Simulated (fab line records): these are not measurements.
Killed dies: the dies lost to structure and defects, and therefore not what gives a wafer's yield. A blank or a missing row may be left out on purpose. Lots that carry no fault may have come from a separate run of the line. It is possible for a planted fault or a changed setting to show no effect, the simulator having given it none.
fab line records	flow sfqLine
record: lots: 14	wafers: 40	lastDay: 83
route steps=325 shown M4@158 I4@163
lots with no fault: from the same line, run without faults
startH: start of the lot's first displayed wafer, in hours after the record's first day	waitH: how many hours have passed since the lot's step before this one	" repeats the value in the row above	L1.1+2: one row covering several wafers at once	- value missing, or start not given	* or withheld: withheld	< > ~ a bound
route shown NAME@n: names a module that has steps shown in the file, with the first one's number in the route	usual: mean and standard deviation over wafers with no fault	same: alike in all rows	chamber/n: place in a boat	sites: per-site readings	_std_site: standard deviation of those values	_edge_site: inner sites' mean taken away from outer sites' mean	radiusMm: how far each site lies from the wafer's centre	mask NAME#n: copy n	behind: tool/chamber where the wafer was last shaped	hold: why the lot went on hold/how many hours it stayed there/how the hold came to an end	device: the n, p or np transistor that did not switch	end of line: the route-end tests of the same wafers	step lacking rows: just its recipe	killed: not the wafer's yield, but the dies lost to structure and defects at the first sort	map: dies across one wafer; x = killed, . = not, _ = none there
set.NAME: the run value of the setting; set.NAME@STEP: its run value at that earlier step	model.NAME: the simulator's own value behind a step, which no gauge read
steps of the route over a sample of lots; a table a step, a row a wafer
services: when a tool's chamber went out of use (startH, in hours from the record's first day, below 0 if earlier), for how many hours, and the reason
== steps ==
step: SFQ_M4_OVL_MEAS_926
usual: M4_OVL: 3/4.7
lot.wafer	tool	chamber	startH	waitH	M4_OVL[nm]
L656.2	overlay-02	-	936.34	0.1	9
L656.5	"	-	"	"	15
L656.6	"	-	"	"	11
L657.2	overlay-01	-	958.54	0.1	1
L657.5	"	-	"	"	5
L657.6	"	-	"	"	6
L658.1	overlay-01	-	966.41	0.1	-2
L658.4	"	-	"	"	2
L658.5	"	-	"	"	-3
L659.1	overlay-01	-	970.01	0.1	-3
L659.2	"	-	"	"	-7
L659.3	"	-	"	"	-6
L660.1	overlay-01	-	972.41	0.1	3
L660.4	"	-	"	"	4
L660.6	"	-	"	"	4
L661.1	overlay-02	-	1013.71	0.1	2
L661.3	"	-	"	"	1
L661.5	"	-	"	"	5
L662.1	overlay-01	-	1066.64	0.1	4
L662.3	"	-	"	"	2
L662.6	"	-	"	"	-2
L668.1	overlay-01	-	1113.28	0.1	3
L668.3	"	-	"	"	4
L669.1	overlay-02	-	1119.28	0.1	3
L669.5	"	-	"	"	4
L673.2	overlay-02	-	1158.84	0.1	2
L673.3	"	-	"	"	1
L673.5	"	-	"	"	-1
L676.2	overlay-01	-	1182.96	0.1	6
L676.3	"	-	"	"	3
L676.5	"	-	"	"	3
L677.3	overlay-02	-	1190.30	0.1	2
L677.4	"	-	"	"	3
L677.5	"	-	"	"	5
L678.1	overlay-01	-	1192.68	0.1	6
L678.2	"	-	"	"	-1
L678.6	"	-	"	"	2
L679.4	overlay-01	-	1198.70	0.1	7
L679.5	"	-	"	"	1
L679.6	"	-	"	"	0
step: SFQ_TRILAYER_M4_BARC_OPEN_METAL_ETCH_123
recipe: maskMaterial: PR	chemistry: O2	targetDepthNm: 125	target: BARC	icpW: 600	biasW: 80	pressureMtorr: 10	timeS: 41.7
usual: drypumpMotorCurrentA: 5.6/0.42	oesProductAu: 0.685/0.0051
lot.wafer	tool	chamber	startH	waitH	drypumpMotorCurrentA	oesProductAu	rfHoursCounterH
L656.2	rieMetal-04	1	936.37	0.0	5.3	0.684	93
L656.5	"	1	"	"	5.3	0.690	-
L656.6	"	0	"	"	6.2	0.691	-
L657.2	rieMetal-04	0	958.57	0.0	6.2	0.692	91
L657.5	"	1	"	"	5.3	0.688	-
L657.6	"	0	"	"	6.3	0.672	-
L658.1	rieMetal-04	0	966.45	0.0	6.2	0.673	93
L658.4	"	0	"	"	6.2	0.683	-
L658.5	"	1	"	"	5.3	0.683	-
L659.1	rieMetal-01	1	970.05	0.0	5.6	0.689	135
L659.2	"	0	"	"	5.3	0.689	4
L659.3	"	0	"	"	5.3	0.685	-
L660.1	rieMetal-01	1	972.45	0.0	5.7	0.686	136
L660.4	"	0	"	"	5.3	0.691	-
L660.6	"	0	"	"	5.3	0.686	-
L661.1	rieMetal-03	0	1013.75	0.0	6.0	0.695	131
L661.3	"	0	"	"	6.0	0.682	-
L661.5	"	1	"	"	5.0	0.684	-
L662.1	rieMetal-03	0	1066.67	0.0	6.0	0.679	139
L662.3	"	1	"	"	5.0	0.688	-
L662.6	"	1	"	"	5.0	0.687	-
L668.1	rieMetal-01	0	1113.32	0.0	5.3	0.685	30
L668.3	"	0	"	"	5.3	0.687	-
L669.1	rieMetal-04	0	1119.32	0.0	6.2	0.685	112
L669.5	"	1	"	"	5.3	0.679	-
L673.2	rieMetal-04	1	1158.87	0.0	5.3	0.691	125
L673.3	"	1	"	"	5.3	0.680	-
L673.5	"	1	"	"	5.3	0.688	-
L676.2	rieMetal-03	1	1182.99	0.0	5.0	0.685	88
L676.3	"	0	"	"	5.9	0.679	-
L676.5	"	1	"	"	5.0	0.688	-
L677.3	rieMetal-01	1	1190.34	0.0	5.7	0.686	-
L677.4	"	0	"	"	5.3	0.685	-
L677.5	"	0	"	"	5.3	0.685	-
L678.1	rieMetal-01	0	1192.72	0.0	5.3	0.686	43
L678.2	"	1	"	"	5.6	0.683	16
L678.6	"	1	"	"	5.6	0.685	-
L679.4	rieMetal-03	0	1198.74	0.0	6.0	0.691	-
L679.5	"	0	"	"	6.0	0.680	-
L679.6	"	1	"	"	5.0	0.682	-
step: SFQ_TRILAYER_M4_STRIP_STRIP_097
recipe: gas: O2	powerW: 200	platenTempC: 40	overashFraction: 0.65	chemistry: O2	pressureMtorr: 50
usual: drypumpMotorCurrentA: 5.6/0.42	oesProductAu: 0.999/0.0074
same: overashFraction: 0.65
lot.wafer	tool	chamber	startH	waitH	drypumpMotorCurrentA	oesProductAu	rfHoursCounterH
L656.2	rieMetal-04	1	936.55	0.1	5.3	1.014	93
L656.5	"	1	"	"	5.3	1.012	-
L656.6	"	0	"	"	6.2	1.002	-
L657.2	rieMetal-04	0	958.75	0.1	6.2	0.999	92
L657.5	"	1	"	"	5.3	1.003	-
L657.6	"	0	"	"	6.2	0.988	-
L658.1	rieMetal-04	0	966.63	0.1	6.2	0.994	93
L658.4	"	0	"	"	6.2	0.997	-
L658.5	"	1	"	"	5.3	1.004	-
L659.1	rieMetal-01	1	970.23	0.1	5.7	0.999	135
L659.2	"	0	"	"	5.3	0.989	4
L659.3	"	0	"	"	5.3	0.998	-
L660.1	rieMetal-01	1	972.63	0.1	5.7	1.010	136
L660.4	"	0	"	"	5.3	0.996	-
L660.6	"	0	"	"	5.3	1.003	-
L661.1	rieMetal-03	0	1013.93	0.1	6.0	1.006	131
L661.3	"	0	"	"	6.0	0.996	-
L661.5	"	1	"	"	5.0	0.982	-
L662.1	rieMetal-03	0	1066.86	0.1	6.0	1.008	139
L662.3	"	1	"	"	5.0	0.999	-
L662.6	"	1	"	"	5.0	0.997	-
L668.1	rieMetal-01	0	1113.50	0.1	5.3	1.000	30
L668.3	"	0	"	"	5.3	0.991	-
L669.1	rieMetal-04	0	1119.50	0.1	6.2	0.997	112
L669.5	"	1	"	"	5.3	0.997	-
L673.2	rieMetal-04	1	1159.05	0.1	5.3	1.003	126
L673.3	"	1	"	"	5.3	1.003	-
L673.5	"	1	"	"	5.3	1.009	-
L676.2	rieMetal-03	1	1183.18	0.1	5.0	0.995	88
L676.3	"	0	"	"	6.0	0.998	-
L676.5	"	1	"	"	5.0	0.995	-
L677.3	rieMetal-01	1	1190.70	0.2	5.7	0.993	-
L677.4	"	0	"	"	5.3	0.996	-
L677.5	"	0	"	"	5.3	0.996	-
L678.1	rieMetal-01	0	1192.90	0.1	5.3	0.993	43
L678.2	"	1	"	"	5.7	1.012	16
L678.6	"	1	"	"	5.7	1.008	-
L679.4	rieMetal-03	0	1199.10	0.2	6.0	1.009	-
L679.5	"	0	"	"	5.9	1.003	-
L679.6	"	1	"	"	5.0	1.001	-
step: SFQ_TRILAYER_I4_DEP_PECVD_099
recipe: material: SiO2	tempC: 150	timeS: 111.11	pressureTorr: 2.4	rfW: 183.3	precursor: SiH4/N2O	targetThkNm: 500
usual: heaterPowerW: 79/14	runLengthS: 138.9/0.44	throttleValvePct: 24.4/1.2
lot.wafer	tool	chamber	startH	waitH	heaterPowerW	runLengthS	throttleValvePct
L656.2	pecvd-04	2	937.33	0.0	81	139.1	26.8
L656.5	"	1	"	"	75	139.6	23.7
L656.6	"	2	"	"	82	139.6	27.0
L657.2	pecvd-04	1	959.53	0.0	84	139.4	24.2
L657.5	"	1	"	"	86	139.4	24.0
L657.6	"	0	"	"	71	139.3	24.6
L658.1	pecvd-03	2	967.43	0.0	77	138.5	23.2
L658.4	"	1	"	"	79	138.9	22.2
L658.5	"	0	"	"	88	139.1	23.2
L659.1	pecvd-01	1	971.01	0.0	77	139.2	23.0
L659.2	"	2	"	"	59	138.7	25.1
L659.3	"	1	"	"	80	138.8	22.9
L660.1	pecvd-03	2	973.41	0.0	67	137.9	23.0
L660.4	"	1	"	"	80	138.5	22.1
L660.6	"	2	"	"	72	137.9	22.9
L661.1	pecvd-04	1	1014.71	0.0	79	139.8	24.0
L661.3	"	2	"	"	70	139.4	27.0
L661.5	"	0	"	"	72	138.8	24.5
L662.1	pecvd-01	0	1067.63	0.0	98	138.1	24.4
L662.3	"	2	"	"	59	138.6	25.4
L662.6	"	2	"	"	58	138.5	25.0
L668.1	pecvd-04	0	1114.29	0.0	71	134.2	24.6
L668.3	"	0	"	"	72	139.2	24.8
L669.1	pecvd-04	1	1120.28	0.0	83	133.9	24.1
L669.5	"	0	"	"	74	133.9	24.3
L673.2	pecvd-03	2	1159.83	0.0	68	138.1	23.7
L673.3	"	0	"	"	104	139.0	24.1
L673.5	"	0	"	"	88	139.0	23.8
L676.2	pecvd-01	1	1183.97	0.0	88	138.9	23.6
L676.3	"	0	"	"	110	138.2	24.8
L676.5	"	1	"	"	75	139.1	23.8
L677.3	pecvd-01	1	1191.28	0.0	84	139.4	23.4
L677.4	"	1	"	"	86	138.7	23.6
L677.5	"	0	"	"	104	138.1	24.6
L678.1	pecvd-04	1	1193.71	0.0	89	139.4	24.0
L678.2	"	2	"	"	75	138.9	27.1
L678.6	"	1	"	"	91	139.7	23.8
L679.4	pecvd-01	2	1199.73	0.0	59	138.3	25.5
L679.5	"	1	"	"	83	139.8	23.4
L679.6	"	0	"	"	105	138.6	24.7
step: SFQ_TRILAYER_I4_CMP_CMP_100
recipe: material: SiO2	downForcePsi: 3	platenRpm: 60	padVelocityMS: 0.94248
usual: motorCurrentA: 10.7/0.64	platenRpm: 60.00/0.044	retainingRingPressureFrac: 1.000/0.0049	slurryFilterDpKPa: 13.52/0.13	timeToEndpointS: 217/6.4
lot.wafer	tool	chamber	startH	waitH	motorCurrentA	platenRpm	retainingRingPressureFrac	slurryFilterDpKPa	timeToEndpointS
L656.2	cmp-02	3	937.41	0.0	11.1	60.02	0.999	13.56	215
L656.5	"	3	939.41	2.0	10.9	59.95	1.003	13.40	220
L656.6	"	0	"	"	9.8	59.99	0.999	13.37	224
L657.2	cmp-01	0	961.11	1.5	10.4	60.01	1.002	13.37	233
L657.6	"	1	"	"	10.5	59.99	0.995	13.51	228
L657.5	"	2	"	"	10.4	59.94	0.998	13.62	235
L658.4	cmp-02	0	968.72	1.2	10.3	59.95	0.999	13.54	215
L658.1	"	2	969.72	2.3	11.2	59.98	0.992	13.36	219
L658.5	"	0	970.72	3.2	9.7	59.92	1.004	13.41	221
L659.2	cmp-01	0	972.99	1.9	10.5	60.03	1.007	13.54	207
L659.1	"	2	973.99	2.9	10.5	60.05	0.993	13.36	204
L659.3	"	3	"	"	11.2	59.98	0.995	13.41	204
L660.1	cmp-01	1	975.99	2.5	11.3	59.99	0.998	13.98	212
L660.4	"	0	977.49	4.0	10.6	60.02	0.998	13.51	228
L660.6	"	2	978.49	5.0	10.7	60.04	0.997	13.35	225
L661.3	cmp-02	1	1015.79	1.0	10.2	60.02	0.998	13.64	222
L661.1	"	2	"	"	11.3	60.06	1.003	13.53	220
L661.5	"	0	1017.29	2.5	10.1	60.01	0.995	13.37	229
L662.3	cmp-02	1	1068.31	0.6	10.0	60.00	1.005	13.41	214
L662.1	"	3	1069.31	1.6	10.6	60.04	1.001	13.33	206
L662.6	"	1	1070.31	2.6	10.9	60.04	1.001	13.64	216
L668.1	cmp-01	3	1117.26	2.9	10.6	59.99	0.990	13.52	194
L668.3	"	0	"	"	11.2	60.04	1.005	13.52	209
L669.1	cmp-02	0	1123.14	2.8	10.6	59.92	0.999	13.57	196
L669.5	"	3	1124.64	4.2	11.1	60.07	1.005	13.65	205
L673.3	cmp-02	0	1165.94	6.1	9.9	59.99	1.007	13.31	210
L673.2	"	3	1167.44	7.6	11.1	60.07	1.004	13.49	208
L673.5	"	0	"	"	9.8	59.87	0.998	13.62	213
L676.2	cmp-02	1	1193.94	9.9	10.8	60.00	0.998	13.46	220
L676.3	"	2	"	"	11.6	59.98	1.001	13.45	211
L676.5	"	3	"	"	11.1	60.06	1.003	13.46	219
L677.3	cmp-02	3	1199.44	8.1	11.1	59.98	1.000	13.52	215
L677.4	"	0	"	"	10.0	60.05	0.998	13.33	216
L677.5	"	3	1201.44	10.1	11.3	60.12	1.009	13.58	227
L678.2	cmp-01	2	1200.12	6.4	10.8	60.01	1.003	13.33	219
L678.1	"	0	1201.12	7.4	10.4	60.00	1.002	13.62	214
L678.6	"	3	1202.62	8.8	10.8	59.94	0.989	13.45	212
L679.4	cmp-02	2	1204.94	5.2	11.3	59.99	0.997	13.54	225
L679.6	"	2	1206.94	7.2	11.7	60.00	0.999	13.41	219
L679.5	"	3	"	"	10.8	59.91	0.993	13.42	220
== services ==
tool	chamber	startH	hours	kind
cmp-02	-	928.47	4.5	pm
pecvd-01	-	938.18	2.0	repair
cmp-02	-	947.83	0.9	repair
cmp-02	-	948.15	0.5	repair
rieMetal-03	-	953.10	2.8	pm
rieMetal-04	-	954.34	0.5	repair
pecvd-01	0	961.00	31.0	repair
rieMetal-04	-	969.99	4.4	repair
cmp-02	-	971.22	7.9	pm
pecvd-01	-	984.67	0.5	repair
rieMetal-04	0	985.08	21.4	repair
pecvd-01	-	987.08	0.5	repair
cmp-02	-	990.05	0.6	repair
cmp-02	-	1034.45	1.1	repair
cmp-02	-	1036.69	1.2	repair
pecvd-04	-	1062.62	0.4	repair
rieMetal-01	1	1072.21	14.3	repair
cmp-02	-	1091.64	4.0	pm
pecvd-04	2	1099.63	22.5	repair
rieMetal-01	-	1101.60	1.4	pm
rieMetal-01	1	1114.51	17.4	repair
cmp-02	-	1136.68	1.0	repair
cmp-02	-	1169.11	0.8	repair
pecvd-04	0	1204.06	13.8	repair
== key ==
firstSign: step: SFQ_TRILAYER_I4_DEP_PECVD_099	reading: runLengthS	direction: down	sigmas: 11	usual: *	struck: *
effect: step: SFQ_TRILAYER_I4_CMP_CMP_100	reading: timeToEndpointS	direction: down	sigmas: 2.8	usual: *	struck: *
metAt SFQ_TRILAYER_I4_DEP_PECVD_099
struckLots L668,L669
struckWafers L668.1,L669.1,L669.5
notActingAt SFQ_M4_OVL_MEAS_926,SFQ_TRILAYER_M4_BARC_OPEN_METAL_ETCH_123,SFQ_TRILAYER_M4_STRIP_STRIP_097
onsetBetween 1014.71 1114.29
fault: kind: processParameterDrift	tool: pecvd-04	chamber: -	onsetH: 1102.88	steps: SFQ_TRILAYER_I4_DEP_PECVD_099	channel: timeS	offset: *	shape: step	endH: 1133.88	scope: struckWafersOnly	actsIn: *	stated: *
